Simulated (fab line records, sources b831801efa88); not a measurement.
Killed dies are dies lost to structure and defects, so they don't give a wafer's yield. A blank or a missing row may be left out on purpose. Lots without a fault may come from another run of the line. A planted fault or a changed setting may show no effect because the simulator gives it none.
fab line records | flow sky130
record lots=5 wafers=15 last_day=49
route steps=708 shown VIA2@531 METAL3@532 CAPM@537
lots that met no fault: from a run of the same line without faults
start_h: hours from the record's first day to the start of the lot's first wafer shown | wait_h: hours since the lot's step before | " the same as in the row above | L1.1+2: a row that stands for several wafers | - no value, or no start given | * or withheld: withheld | < > ~ a bound
route shown NAME@n: a module of which the file shows steps, and the number in the route of the first | usual: mean/standard deviation of fault-free wafers | same: alike in all rows | chamber/n: place in a boat | sites: the reading at each site | _std_site: their standard deviation | _edge_site: outer sites' mean less inner sites' | radius_mm: how far each site lies from the wafer's centre | mask NAME#n: copy n | behind: the tool/chamber that last shaped the wafer | hold: why the lot was held/for how many hours/how that ended | device: the transistor (n, p or np) that didn't switch | end of line: the same wafers' tests at the end of the route | a step without rows: its recipe alone | killed: dies lost to structure and defects at the first sort, not the wafer's yield | map: a wafer's dies, x killed, . not, _ none there
set.NAME: the setting as run; set.NAME@STEP: as run at that earlier step | model.NAME: the simulator's own value behind a step, which no gauge read
lots at some steps of the route; a table a step, a row a wafer
services: from which hour (start_h, from the record's first day; less than 0 if before it) a tool's chamber was out of use, for how many hours, and why
## steps
# step SKY_VIA2_CMP_24
# recipe stop_on=SiO2 t_overpolish_s=18.53 down_force_psi=3.5 platen_rpm=60 target_thk_nm=0 pad_velocity_m_s=0.94248
# usual head_pressure_psi=3.499/0.0078 motor_current_A=11.1/1.3 overpolish_run_s=18.530/0.01 slurry_filter_dp_kPa=13.49/0.14 time_to_endpoint_s=102/5.6
# columns lot.wafer tool chamber start_h wait_h head_pressure_psi motor_current_A overpolish_run_s slurry_filter_dp_kPa time_to_endpoint_s
L074.1 cmp-01 1 864.19 0.1 3.504 12.9 18.539 13.33 117
L074.2 " 2 " " 3.503 10.0 18.529 13.31 107
L074.5 " 1 " " 3.506 12.5 18.524 13.70 108
L082.3 cmp-01 1 906.33 0.1 3.503 12.3 18.538 13.41 106
L082.4 " 2 " " 3.504 9.9 18.534 13.58 108
L082.1 " 3 " " 3.505 9.1 18.523 13.69 95
L085.4 cmp-01 3 935.06 0.0 3.503 8.9 18.522 13.71 92
L085.6 " 3 " " 3.494 9.3 18.533 13.50 93
L085.5 " 0 " " 3.502 13.3 18.520 13.47 106
L087.2 cmp-01 2 942.18 0.1 3.515 10.3 18.513 13.48 105
L087.1 " 3 " " 3.497 8.7 18.529 13.67 95
L087.5 " 1 " " 3.500 12.8 18.529 13.63 108
L092.1 cmp-02 0 979.99 0.1 3.495 10.4 18.525 13.65 99
L092.4 " 1 " " 3.502 12.5 18.519 13.62 97
L092.3 " 2 " " 3.493 10.4 18.519 13.36 102
# step SKY_METAL3_SPUTTER_00
# recipe material=Ti target_thk_nm=15 power_w=3000 time_s=10 chamber_pressure_pa=0.4
# usual throttle_valve_pct=30.2/1.2
# columns lot.wafer tool chamber start_h wait_h throttle_valve_pct
L074.1 pvd_sputter-03 - 864.49 0.2 32.2
L074.2 " - " " 31.4
L074.5 " - " " 28.6
L082.1 pvd_sputter-04 - 906.58 0.1 30.7
L082.3 " - " " 30.8
L082.4 " - " " 29.1
L085.4 pvd_sputter-03 - 935.36 0.2 29.2
L085.5 " - " " 31.6
L085.6 " - " " 29.2
L087.1 pvd_sputter-04 - 942.38 0.1 30.4
L087.2 " - " " 29.4
L087.5 " - " " 30.6
L092.1 pvd_sputter-03 - 980.29 0.2 28.8
L092.3 " - " " 29.3
L092.4 " - " " 32.0
# step SKY_METAL3_SPUTTER_01
# recipe material=TiN target_thk_nm=20 power_w=6500 time_s=16.7 chamber_pressure_pa=0.4
# usual throttle_valve_pct=30.2/1.2
# columns lot.wafer tool chamber start_h wait_h throttle_valve_pct
L074.1 pvd_sputter-03 - 864.51 0.0 31.8
L074.2 " - " " 31.7
L074.5 " - " " 28.7
L082.1 pvd_sputter-04 - 906.60 0.0 30.9
L082.3 " - " " 30.9
L082.4 " - " " 29.3
L085.4 pvd_sputter-03 - 935.38 0.0 28.9
L085.5 " - " " 31.3
L085.6 " - " " 28.8
L087.1 pvd_sputter-04 - 942.40 0.0 30.5
L087.2 " - " " 29.3
L087.5 " - " " 30.9
L092.1 pvd_sputter-03 - 980.31 0.0 28.9
L092.3 " - " " 29.2
L092.4 " - " " 31.8
# step SKY_METAL3_SPUTTER_02
# recipe material=AlCu target_thk_nm=735 power_w=10600 time_s=39.1 chamber_pressure_pa=0.4
# usual throttle_valve_pct=30.2/1.2
# columns lot.wafer tool chamber start_h wait_h throttle_valve_pct
L074.1 pvd_sputter-03 - 864.54 0.0 31.9
L074.2 " - " " 31.4
L074.5 " - " " 28.9
L082.1 pvd_sputter-04 - 906.62 0.0 31.0
L082.3 " - " " 30.6
L082.4 " - " " 29.4
L085.4 pvd_sputter-03 - 935.40 0.0 28.6
L085.5 " - " " 31.3
L085.6 " - " " 28.6
L087.1 pvd_sputter-04 - 942.43 0.0 31.0
L087.2 " - " " 29.1
L087.5 " - " " 30.7
L092.1 pvd_sputter-03 - 980.34 0.0 28.8
L092.3 " - " " 29.0
L092.4 " - " " 32.1
# step SKY_METAL3_SPUTTER_03
# recipe material=Ti target_thk_nm=5 power_w=3000 time_s=3.3 chamber_pressure_pa=0.4
# usual throttle_valve_pct=30.2/1.2
# columns lot.wafer tool chamber start_h wait_h throttle_valve_pct
L074.1 pvd_sputter-03 - 864.58 0.0 32.1
L074.2 " - " " 31.8
L074.5 " - " " 28.8
L082.1 pvd_sputter-04 - 906.66 0.0 30.8
L082.3 " - " " 30.6
L082.4 " - " " 29.6
L085.4 pvd_sputter-03 - 935.44 0.0 29.3
L085.5 " - " " 31.6
L085.6 " - " " 28.9
L087.1 pvd_sputter-04 - 942.47 0.0 30.6
L087.2 " - " " 29.3
L087.5 " - " " 30.8
L092.1 pvd_sputter-03 - 980.38 0.0 28.9
L092.3 " - " " 29.2
L092.4 " - " " 32.0
# step SKY_METAL3_SPUTTER_04
# recipe material=TiN target_thk_nm=70 power_w=6500 time_s=58.3 chamber_pressure_pa=0.4
# usual throttle_valve_pct=30.2/1.2
# columns lot.wafer tool chamber start_h wait_h throttle_valve_pct
L074.1 pvd_sputter-03 - 864.60 0.0 32.1
L074.2 " - " " 31.3
L074.5 " - " " 28.6
L082.1 pvd_sputter-04 - 906.68 0.0 30.7
L082.3 " - " " 30.6
L082.4 " - " " 29.2
L085.4 pvd_sputter-03 - 935.46 0.0 28.8
L085.5 " - " " 31.7
L085.6 " - " " 28.6
L087.1 pvd_sputter-04 - 942.49 0.0 30.8
L087.2 " - " " 29.1
L087.5 " - " " 30.7
L092.1 pvd_sputter-03 - 980.40 0.0 28.7
L092.3 " - " " 28.6
L092.4 " - " " 31.9
# step SKY_CAPM_CVD_00
# recipe material=SiO2 target_thk_nm=15.5 temp_c=400 time_s=withheld rf_w=450
# usual heater_power_w=714/87
# columns lot.wafer tool chamber start_h wait_h heater_power_w
L074.1 pecvd-02 2 864.65 0.0 791
L074.2 " 1 " " 615
L074.5 " 0 " " 664
L082.1 pecvd-03 2 906.73 0.0 842
L082.3 " 0 " " 736
L082.4 " 1 " " 637
L085.4 pecvd-01 2 935.52 0.0 735
L085.5 " 1 " " 724
L085.6 " 0 " " 770
L087.1 pecvd-02 1 942.54 0.0 587
L087.2 " 2 " " 837
L087.5 " 0 " " 784
L092.1 pecvd-01 0 980.44 0.0 695
L092.3 " 1 " " 782
L092.4 " 1 " " 731
# step SKY_CAPM_THK_MEAS_01
# recipe reads=SiO2_of_CAPM_CVD_00
# usual CAPM_CVD_00_THK=15.57/0.29
# columns lot.wafer tool chamber start_h wait_h CAPM_CVD_00_THK[nm]
L074.1 film_metro-03 - 864.67 - 15.43
L074.2 " - " " 15.21
L074.5 " - " " 15.42
L082.1 film_metro-02 - 906.75 - 15.51
L082.3 " - " " 15.51
L082.4 " - " " 15.99
L085.4 film_metro-02 - 935.56 - 16.02
L085.5 " - " " 15.75
L085.6 " - " " 16.33
L087.1 film_metro-02 - 942.56 - 15.54
L087.2 " - " " 15.77
L087.5 " - " " 15.66
L092.1 film_metro-03 - 980.47 - 15.86
L092.3 " - " " 15.68
L092.4 " - " " 15.79
# step SKY_CAPM_SPUTTER_02
# recipe material=TiN target_thk_nm=200 temp_c=300 power_w=6500 time_s=166.7 chamber_pressure_pa=0.4
# usual substrate_temp_c=299.99/0.22 throttle_valve_pct=30.1/1.1
# columns lot.wafer tool chamber start_h wait_h substrate_temp_c throttle_valve_pct
L074.1 pvd_sputter-01 - 864.73 0.1 300.16 28.5
L074.2 " - " " 299.90 32.1
L074.5 " - " " 299.60 32.1
L082.1 pvd_sputter-01 - 906.81 0.1 300.32 29.5
L082.3 " - " " 299.59 28.4
L082.4 " - " " 299.94 30.3
L085.4 pvd_sputter-01 - 935.59 0.0 299.89 29.5
L085.5 " - " " 299.88 28.2
L085.6 " - " " 299.77 30.2
L087.1 pvd_sputter-01 - 942.62 0.1 299.74 30.4
L087.2 " - " " 299.71 29.5
L087.5 " - " " 299.97 29.5
L092.1 pvd_sputter-02 - 980.53 0.1 299.77 29.8
L092.3 " - " " 300.10 30.9
L092.4 " - " " 299.96 31.1
# step SKY_CAPM_RS_MEAS_03
# recipe thk_meas_gauge=four-point-probe reads=TiN_of_CAPM_SPUTTER_02
# usual CAPM_TIN_RS=6.95/0.084
# columns lot.wafer tool chamber start_h wait_h CAPM_TIN_RS[ohm/sq]
L074.1 film_metro-01 - 864.84 0.1 7.10
L074.2 " - " " 6.90
L074.5 " - " " 6.95
L082.1 film_metro-01 - 906.92 0.1 7.09
L082.3 " - " " 7.05
L082.4 " - " " 6.97
L085.4 film_metro-01 - 935.76 0.1 6.99
L085.5 " - " " 7.02
L085.6 " - " " 6.92
L087.1 film_metro-01 - 942.73 0.1 6.89
L087.2 " - " " 7.02
L087.5 " - " " 6.95
L092.1 film_metro-01 - 980.64 0.1 6.91
L092.3 " - " " 6.96
L092.4 " - " " 6.85
# step SKY_CAPM_THK_MEAS_04
# recipe thk_meas_gauge=xrf reads=TiN_of_CAPM_SPUTTER_02
# usual CAPM_TIN_THK=197.0/2.6
# columns lot.wafer tool chamber start_h wait_h CAPM_TIN_THK[nm]
L074.1 film_metro-01 - 864.96 0.1 192.2
L074.2 " - " " 198.3
L074.5 " - " " 197.1
L082.1 film_metro-01 - 907.04 0.1 193.3
L082.3 " - " " 193.6
L082.4 " - " " 195.0
L085.4 film_metro-01 - 935.85 0.1 195.1
L085.5 " - " " 195.0
L085.6 " - " " 197.1
L087.1 film_metro-01 - 942.85 0.1 198.6
L087.2 " - " " 194.6
L087.5 " - " " 197.7
L092.1 film_metro-01 - 980.76 0.1 197.9
L092.3 " - " " 194.7
L092.4 " - " " 199.4
# step SKY_CAPM_DEHYDRATE_05
# recipe temp_c=200 time_s=60
# columns lot.wafer tool chamber start_h wait_h
L074.1+2+5 litho_track-04 0 877.46 12.5
L082.1+3+4 litho_track-03 0 918.96 11.9
L085.4+5+6 litho_track-04 0 947.34 11.5
L087.1+2+5 litho_track-04 0 954.36 11.5
L092.1+3+4 litho_track-01 0 992.25 11.5
# step SKY_CAPM_HMDS_06
# recipe prime_time_s=60 prime_temp_c=120
# usual prime_temp_c=119.99/0.15
# columns lot.wafer tool chamber start_h wait_h prime_temp_c
L074.1 litho_track-04 0 877.61 0.1 119.81
L074.2 " 0 " " 119.85
L074.5 " 0 " " 119.82
L082.1 litho_track-03 0 919.11 0.1 120.06
L082.3 " 0 " " 120.18
L082.4 " 0 " " 120.17
L085.4 litho_track-04 0 947.49 0.1 119.89
L085.5 " 0 " " 119.88
L085.6 " 0 " " 119.84
L087.1 litho_track-04 0 954.51 0.1 120.20
L087.2 " 0 " " 120.07
L087.5 " 0 " " 120.24
L092.1 litho_track-01 0 992.40 0.1 119.80
L092.3 " 0 " " 119.94
L092.4 " 0 " " 119.89
# step SKY_CAPM_COAT_07
# recipe resist=NOVOLAK spin_rpm=3000 resist_thk_nm=1140
# columns lot.wafer tool chamber start_h wait_h
L074.1+2+5 litho_track-04 0 877.76 0.1
L082.1+3+4 litho_track-03 0 919.26 0.1
L085.4+5+6 litho_track-04 0 947.64 0.1
L087.1+2+5 litho_track-04 0 954.66 0.1
L092.1+3+4 litho_track-01 0 992.55 0.1
# step SKY_CAPM_SOFTBAKE_08
# recipe temp_c=90 time_s=60 resist=NOVOLAK
# columns lot.wafer tool chamber start_h wait_h
L074.1+2+5 litho_track-04 0 877.91 0.1
L082.1+3+4 litho_track-03 0 919.41 0.1
L085.4+5+6 litho_track-04 0 947.79 0.1
L087.1+2+5 litho_track-04 0 954.81 0.1
L092.1+3+4 litho_track-01 0 992.70 0.1
# step SKY_CAPM_EXPOSE_09
# recipe mask_id=CAPM na=0.6 source_shape=conventional sigma_outer=0.6 polarization=unpolarized target_cd_nm=1000 dose_mj=159
# columns lot.wafer tool chamber start_h wait_h mask
L074.1+2+5 iline_stepper-01 0 - - CAPM#0
L082.1+3+4 iline_stepper-01 0 - - CAPM#0
L085.4+5+6 iline_stepper-02 0 - - CAPM#0
L087.1+2+5 iline_stepper-02 0 - - CAPM#0
L092.1+3+4 iline_stepper-01 0 - - CAPM#0
# step SKY_CAPM_PEB_10
# recipe temp_c=withheld time_s=* resist=NOVOLAK
# columns lot.wafer tool chamber start_h wait_h
L074.1+2+5 litho_track-01 0 - -
L082.1+3+4 litho_track-01 0 - -
L085.4+5+6 litho_track-04 0 - -
L087.1+2+5 litho_track-03 0 - -
L092.1+3+4 litho_track-03 0 - -
# step SKY_CAPM_DEVELOP_11
# recipe resist=NOVOLAK developer=TMAH develop_time_s=60 dev_temp_c=23
# usual developer_temp_C=22.98/0.099
# columns lot.wafer tool chamber start_h wait_h developer_temp_C
L074.1 litho_track-01 0 890.19 0.1 23.00
L074.2 " 0 " " 23.01
L074.5 " 0 " " 22.93
L082.1 litho_track-01 0 931.94 0.1 23.11
L082.3 " 0 " " 22.96
L082.4 " 0 " " 22.96
L085.4 litho_track-04 0 959.69 0.1 22.94
L085.5 " 0 " " 22.91
L085.6 " 0 " " 22.86
L087.1 litho_track-03 0 966.91 0.1 22.97
L087.2 " 0 " " 22.91
L087.5 " 0 " " 22.99
L092.1 litho_track-03 0 1004.16 0.1 23.01
L092.3 " 0 " " 23.03
L092.4 " 0 " " 22.87
# step SKY_CAPM_OVL_MEAS_12
# usual CAPM_OVL=1.1/1.6
# columns lot.wafer tool chamber start_h wait_h CAPM_OVL[nm]
L074.1 overlay-02 - 890.34 0.1 0.8
L074.2 " - " " -0.2
L074.5 " - " " -0.7
L082.1 overlay-02 - 932.09 0.1 0.4
L082.3 " - " " 1.3
L082.4 " - " " 1.3
L085.4 overlay-02 - 959.78 0.1 0.8
L085.5 " - " " 1.8
L085.6 " - " " 0.5
L087.1 overlay-01 - 967.06 0.1 1.8
L087.2 " - " " 0.7
L087.5 " - " " 1.2
L092.1 overlay-01 - 1004.31 0.1 -1.3
L092.3 " - " " -1.7
L092.4 " - " " -0.9
# step SKY_CAPM_METAL_ETCH_13
# recipe target_depth_nm=220 stop_on=SiO2 chemistry=Cl2/BCl3 target=TiN pressure_mtorr=10 icp_w=900 bias_w=48.5 Cl2_flow_sccm=60 bcl3_flow_sccm=30 time_s=62.9
# usual drypump_motor_current_A=5.2/0.39 oes_product_au=0.937/0.0083 throttle_valve_pct=21.904/0.0094
# columns lot.wafer tool chamber start_h wait_h drypump_motor_current_A oes_product_au rf_hours_counter_h throttle_valve_pct
L074.1 rie_metal-01 0 890.38 0.0 5.0 0.918 8 21.920
L074.2 " 1 " " 5.6 0.938 11 21.888
L074.5 " 0 " " 5.0 0.942 - 21.905
L082.1 rie_metal-01 1 932.13 0.0 5.6 0.930 13 21.908
L082.3 " 0 " " 5.0 0.934 - 21.904
L082.4 " 1 " " 5.7 0.942 - 21.923
L085.4 rie_metal-01 1 959.82 0.0 5.6 0.932 - 21.904
L085.5 " 0 " " 5.0 0.930 - 21.922
L085.6 " 1 " " 5.7 0.937 - 21.885
L087.1 rie_metal-02 0 967.09 0.0 5.2 0.940 16 21.912
L087.2 " 1 " " 5.9 0.933 15 21.898
L087.5 " 0 " " 5.2 0.931 - 21.912
L092.1 rie_metal-01 0 1004.34 0.0 5.0 0.943 14 21.905
L092.3 " 0 " " 5.0 0.938 - 21.904
L092.4 " 1 " " 5.7 0.940 - 21.893
# step SKY_CAPM_STRIP_14
# recipe chemistry=O2/N2 power_w=1400 pressure_mtorr=1500 platen_temp_c=withheld o2_flow_sccm=3000 n2_flow_sccm=300 overash_fraction=0.5
# usual drypump_motor_current_A=6.0/0.54 oes_product_au=0.711/0.0045 strip_time_to_endpoint_s=12.64/0.053
# columns lot.wafer tool chamber start_h wait_h drypump_motor_current_A oes_product_au rf_hours_counter_h strip_time_to_endpoint_s
L074.1 plasma_asher-03 0 890.46 0.1 6.3 0.709 73 12.63
L074.2 " 1 " " 5.9 0.710 73 12.61
L074.5 " 0 " " 6.3 0.704 - 12.60
L082.1 plasma_asher-01 1 932.21 0.1 6.7 0.710 18 12.64
L082.3 " 0 " " 5.6 0.714 - 12.67
L082.4 " 1 " " 6.7 0.711 - 12.63
L085.4 plasma_asher-01 0 959.91 0.1 5.6 0.708 - 12.51
L085.5 " 0 " " 5.6 0.714 - 12.57
L085.6 " 1 " " 6.7 0.716 - 12.53
L087.1 plasma_asher-03 0 967.17 0.1 6.3 0.706 81 12.70
L087.2 " 1 " " 5.9 0.700 81 12.73
L087.5 " 0 " " 6.3 0.709 - 12.66
L092.1 plasma_asher-01 1 1004.42 0.1 6.7 0.706 25 12.65
L092.3 " 1 " " 6.7 0.709 - 12.68
L092.4 " 0 " " 5.6 0.703 - 12.59
# step SKY_CAPM_STRIP_15
# recipe chemistry=post_etch_residue_remover time_s=1200 temp_c=72.5
# columns lot.wafer tool chamber start_h wait_h
L074.1+2+5 wet_bench-02 1 890.56 0.1
L082.1+3+4 wet_bench-04 1 932.31 0.1
L085.4+5+6 wet_bench-01 2 959.97 0.0
L087.1+2+5 wet_bench-04 0 967.27 0.1
L092.1+3+4 wet_bench-04 1 1004.56 0.1
# step SKY_CAPM_CLEAN_16
# recipe chemistry=IPA time_s=180 temp_c=25
# columns lot.wafer tool chamber start_h wait_h
L074.1+2+5 wet_bench-01 3 890.90 0.0
L082.1+3+4 wet_bench-01 0 932.65 0.0
L085.4+5+6 wet_bench-04 3 960.32 0.0
L087.1+2+5 wet_bench-01 2 967.61 0.0
L092.1+3+4 wet_bench-02 0 1004.90 0.0
# step SKY_CAPM_CLEAN_17
# recipe chemistry=O3/DIW dry=n2_spin
# columns lot.wafer tool chamber start_h wait_h
L074.1+2+5 wet_bench-04 1 890.96 0.0
L082.1+3+4 wet_bench-04 1 932.71 0.0
L085.4+5+6 wet_bench-01 1 960.37 0.0
L087.1+2+5 wet_bench-02 3 967.67 0.0
L092.1+3+4 wet_bench-04 0 1004.96 0.0
# step SKY_METAL3_DEHYDRATE_05
# recipe temp_c=200 time_s=60
# columns lot.wafer tool chamber start_h wait_h
L074.1+2+5 litho_track-01 0 903.34 12.3
L082.1+3+4 litho_track-01 0 944.34 11.5
L085.4+5+6 litho_track-02 0 972.01 11.5
L087.1+2+5 litho_track-04 0 978.96 11.2
L092.1+3+4 litho_track-01 0 1015.75 10.7
# step SKY_METAL3_HMDS_06
# recipe prime_time_s=60 prime_temp_c=120
# usual prime_temp_c=120.00/0.14
# columns lot.wafer tool chamber start_h wait_h prime_temp_c
L074.1 litho_track-01 0 903.49 0.1 120.04
L074.2 " 0 " " 120.12
L074.5 " 0 " " 120.13
L082.1 litho_track-01 0 944.49 0.1 119.96
L082.3 " 0 " " 120.02
L082.4 " 0 " " 120.22
L085.4 litho_track-02 0 972.16 0.1 120.14
L085.5 " 0 " " 120.03
L085.6 " 0 " " 120.07
L087.1 litho_track-04 0 979.11 0.1 120.07
L087.2 " 0 " " 120.16
L087.5 " 0 " " 120.01
L092.1 litho_track-01 0 1015.90 0.1 119.83
L092.3 " 0 " " 119.91
L092.4 " 0 " " 119.86
# step SKY_METAL3_COAT_07
# recipe resist=BARC temp_c=withheld time_s=withheld spin_rpm=3000 resist_thk_nm=60
# columns lot.wafer tool chamber start_h wait_h
L074.1+2+5 litho_track-01 0 903.64 0.1
L082.1+3+4 litho_track-01 0 944.64 0.1
L085.4+5+6 litho_track-02 0 972.31 0.1
L087.1+2+5 litho_track-04 0 979.26 0.1
L092.1+3+4 litho_track-01 0 1016.05 0.1
# step SKY_METAL3_COAT_08
# recipe resist=KrF-thick spin_rpm=3000 resist_thk_nm=1140
# columns lot.wafer tool chamber start_h wait_h
L074.1+2+5 litho_track-01 0 - -
L082.1+3+4 litho_track-01 0 - -
L085.4+5+6 litho_track-02 0 - -
L087.1+2+5 litho_track-04 0 - -
L092.1+3+4 litho_track-01 0 - -
# step SKY_METAL3_SOFTBAKE_09
# recipe temp_c=100 time_s=90 resist=KrF-thick
# columns lot.wafer tool chamber start_h wait_h
L074.1+2+5 litho_track-01 0 - -
L082.1+3+4 litho_track-01 0 - -
L085.4+5+6 litho_track-02 0 - -
L087.1+2+5 litho_track-04 0 - -
L092.1+3+4 litho_track-01 0 - -
# step SKY_METAL3_EXPOSE_10
# recipe mask_id=MM3 na=0.68 source_shape=annular sigma_inner=0.4 sigma_outer=0.8 target_cd_nm=300 dose_mj=28
# columns lot.wafer tool chamber start_h wait_h mask
L074.1+2+5 krf_scanner-02 0 - - MM3#0
L082.1+3+4 krf_scanner-02 0 - - MM3#0
L085.4+5+6 krf_scanner-02 0 - - MM3#0
L087.1+2+5 krf_scanner-02 0 - - MM3#0
L092.1+3+4 krf_scanner-02 0 - - MM3#0
# step SKY_METAL3_PEB_11
# recipe peb_temp_c=withheld peb_time_s=withheld resist=KrF-thick
# columns lot.wafer tool chamber start_h wait_h
L074.1+2+5 litho_track-01 0 - -
L082.1+3+4 litho_track-02 0 - -
L085.4+5+6 litho_track-04 0 - -
L087.1+2+5 litho_track-01 0 - -
L092.1+3+4 litho_track-01 0 - -
# step SKY_METAL3_DEVELOP_12
# recipe develop_time_s=60 resist=KrF-thick dev_temp_c=20.23
# usual developer_temp_C=20.23/0.1
# columns lot.wafer tool chamber start_h wait_h developer_temp_C
L074.1 litho_track-01 0 - - 20.07
L074.2 " 0 " " 20.01
L074.5 " 0 " " 20.09
L082.1 litho_track-02 0 - - 20.12
L082.3 " 0 " " 20.26
L082.4 " 0 " " 20.31
L085.4 litho_track-04 0 - - 20.34
L085.5 " 0 " " 20.33
L085.6 " 0 " " 20.28
L087.1 litho_track-01 0 - - 20.27
L087.2 " 0 " " 20.44
L087.5 " 0 " " 20.35
L092.1 litho_track-01 0 - - 20.43
L092.3 " 0 " " 20.19
L092.4 " 0 " " 20.32
# step SKY_METAL3_CD_MEAS_13
# recipe target_cd_nm=300
# usual cd_nm=299.7/1.3
# columns lot.wafer tool chamber start_h wait_h cd_nm
L074.1 cd_sem-01 - 916.54 - 300.3
L074.2 " - " " 299.5
L074.5 " - " " 300.1
L082.1 cd_sem-01 - 957.48 - 302.0
L082.3 " - " " 300.8
L082.4 " - " " 301.1
L085.4 cd_sem-01 - 984.67 - 301.9
L085.5 " - " " 300.6
L085.6 " - " " 300.2
L087.1 cd_sem-01 - 991.65 - 303.5
L087.2 " - " " 303.1
L087.5 " - " " 302.5
L092.1 cd_sem-01 - 1027.75 - 299.9
L092.3 " - " " 299.5
L092.4 " - " " 298.7
# step SKY_METAL3_OVL_MEAS_14
# usual METAL3_OVL=5/5.3
# columns lot.wafer tool chamber start_h wait_h METAL3_OVL[nm]
L074.1 overlay-02 - 916.66 0.1 9
L074.2 " - " " 2
L074.5 " - " " 5
L082.1 overlay-02 - 957.60 0.1 10
L082.3 " - " " 6
L082.4 " - " " 15
L085.4 overlay-02 - 984.75 0.1 6
L085.5 " - " " 2
L085.6 " - " " -4
L087.1 overlay-02 - 991.77 0.1 3
L087.2 " - " " 11
L087.5 " - " " 8
L092.1 overlay-01 - 1027.87 0.1 4
L092.3 " - " " 0
L092.4 " - " " 0
# step SKY_METAL3_DESCUM_15
# recipe chemistry=O2 source_power_w=150 bias_power_w=0 pressure_mtorr=10 temp_c=40 time_s=8
# usual drypump_motor_current_A=5.6/0.6 oes_product_au=0.992/0.011
# columns lot.wafer tool chamber start_h wait_h drypump_motor_current_A oes_product_au rf_hours_counter_h
L074.1 rie_metal-04 0 916.70 0.0 4.7 0.992 4
L074.2 " 1 " " 5.2 0.994 13
L074.5 " 0 " " 4.7 1.001 -
L082.1 rie_metal-04 1 957.64 0.0 5.2 1.003 14
L082.3 " 1 " " 5.2 0.991 -
L082.4 " 0 " " 4.7 1.003 -
L085.4 rie_metal-03 1 984.78 0.0 6.6 0.988 -
L085.5 " 1 " " 6.5 0.989 -
L085.6 " 0 " " 5.6 0.987 -
L087.1 rie_metal-04 0 991.80 0.0 4.7 1.013 8
L087.2 " 1 " " 5.1 0.997 16
L087.5 " 1 " " 5.1 0.990 -
L092.1 rie_metal-02 0 1027.90 0.0 5.2 1.001 20
L092.3 " 1 " " 5.9 0.993 -
L092.4 " 0 " " 5.2 0.995 -
# step SKY_METAL3_ETCH_16
# recipe chemistry=N2/H2 target=BARC ion_energy_ev=200 bias_w=100 pressure_mtorr=30 n2_flow_sccm=100 h2_flow_sccm=200 icp_w=500 stop_on=SiO2 time_s=88.2 target_depth_a=600
# usual drypump_motor_current_A=5.6/0.61 oes_product_au=0.625/0.0047 throttle_valve_pct=13.205/0.0084
# columns lot.wafer tool chamber start_h wait_h drypump_motor_current_A oes_product_au rf_hours_counter_h throttle_valve_pct
L074.1 rie_metal-04 0 916.73 0.0 4.7 0.630 4 13.204
L074.2 " 1 " " 5.2 0.626 13 13.216
L074.5 " 0 " " 4.7 0.621 - 13.200
L082.1 rie_metal-04 1 957.67 0.0 5.2 0.624 14 13.194
L082.3 " 1 " " 5.2 0.633 - 13.221
L082.4 " 0 " " 4.7 0.628 - 13.207
L085.4 rie_metal-03 1 984.83 0.0 6.6 0.619 - 13.207
L085.5 " 1 " " 6.6 0.624 - 13.213
L085.6 " 0 " " 5.7 0.627 - 13.201
L087.1 rie_metal-04 0 991.83 0.0 4.7 0.631 8 13.216
L087.2 " 1 " " 5.2 0.628 16 13.201
L087.5 " 1 " " 5.2 0.624 - 13.197
L092.1 rie_metal-02 0 1027.93 0.0 5.2 0.626 20 13.221
L092.3 " 1 " " 6.0 0.637 - 13.205
L092.4 " 0 " " 5.2 0.620 - 13.198
# step SKY_METAL3_ETCH_17
# recipe target=SiO2 stop_on=TiN chemistry=C4F8/O2/Ar source_w=1500 bias_w=1200 pressure_mtorr=40 c4f8_flow_sccm=withheld O2_flow_sccm=6 Ar_flow_sccm=300 time_s=3.9 target_depth_a=150
# usual oes_product_au=0.756/0.0084
# columns lot.wafer tool chamber start_h wait_h oes_product_au rf_hours_counter_h
L074.1 rie_diel-03 2 916.83 0.1 0.760 14
L074.2 " 3 " " 0.740 4
L074.5 " 3 " " 0.756 -
L082.1 rie_diel-02 2 957.77 0.1 0.754 17
L082.3 " 0 " " 0.753 11
L082.4 " 2 " " 0.761 -
L085.4 rie_diel-02 2 984.91 0.0 0.775 -
L085.5 " 0 " " 0.759 -
L085.6 " 3 " " 0.774 -
L087.1 rie_diel-02 3 991.93 0.1 0.748 13
L087.2 " 2 " " 0.759 18
L087.5 " 2 " " 0.758 -
L092.1 rie_diel-03 1 1028.03 0.1 0.763 10
L092.3 " 0 " " 0.748 12
L092.4 " 3 " " 0.762 6
# step SKY_METAL3_METAL_ETCH_18
# recipe target_depth_a=8450 stop_on=SiO2 over_etch_frac=0.3 time_s=183.1 chemistry=Cl2/BCl3 resist_sidewall_deg=88 pressure_mtorr=10 icp_w=900 bias_w=48.5 Cl2_flow_sccm=60 bcl3_flow_sccm=30
# usual drypump_motor_current_A=5.5/0.59 oes_product_au=0.867/0.0068 throttle_valve_pct=22.264/0.0095
# columns lot.wafer tool chamber start_h wait_h drypump_motor_current_A oes_product_au rf_hours_counter_h throttle_valve_pct
L074.1 rie_metal-03 0 916.85 0.0 5.6 0.861 3 22.254
L074.2 " 1 " " 6.5 0.868 15 22.247
L074.5 " 1 " " 6.5 0.871 - 22.272
L082.1 rie_metal-03 1 957.79 0.0 6.6 0.876 18 22.271
L082.3 " 0 " " 5.6 0.852 - 22.258
L082.4 " 1 " " 6.5 0.853 - 22.252
L085.4 rie_metal-04 1 984.97 0.1 5.2 0.884 - 22.253
L085.5 " 0 " " 4.7 0.873 - 22.252
L085.6 " 1 " " 5.2 0.864 - 22.259
L087.1 rie_metal-02 1 991.95 0.0 6.0 0.849 17 22.262
L087.2 " 0 " " 5.2 0.860 18 22.261
L087.5 " 1 " " 6.0 0.862 - 22.286
L092.1 rie_metal-04 1 1028.05 0.0 5.2 0.870 18 22.273
L092.3 " 0 " " 4.7 0.879 - 22.249
L092.4 " 1 " " 5.2 0.874 - 22.276
## services
# columns tool chamber start_h hours kind
plasma_asher-01 - 841.53 2.8 pm
rie_metal-02 - 850.68 2.8 pm
rie_metal-02 - 861.81 0.9 repair
rie_diel-02 - 867.90 14.6 pm
rie_metal-01 1 868.39 1.6 repair
rie_metal-02 - 872.82 1.4 pm
pvd_sputter-04 - 879.10 2.1 repair
krf_scanner-02 - 879.87 0.8 pm
rie_diel-02 1 896.29 9.5 repair
krf_scanner-02 - 905.71 4.0 pm
pvd_sputter-01 - 924.37 6.0 repair
cmp-01 - 928.04 5.0 pm
krf_scanner-02 - 928.78 1.3 pm
krf_scanner-02 - 933.87 0.8 pm
pvd_sputter-01 - 941.47 0.8 repair
iline_stepper-01 - 945.02 4.4 pm
rie_diel-02 3 964.56 14.0 repair
rie_diel-02 1 972.04 44.8 repair
plasma_asher-01 - 980.87 0.3 repair
rie_metal-03 - 986.79 14.6 pm
krf_scanner-02 - 988.92 1.0 pm
rie_metal-01 1 1005.90 12.0 repair
pvd_sputter-03 - 1018.12 6.7 repair
pvd_sputter-01 - 1025.49 2.4 repair
## key
fault none
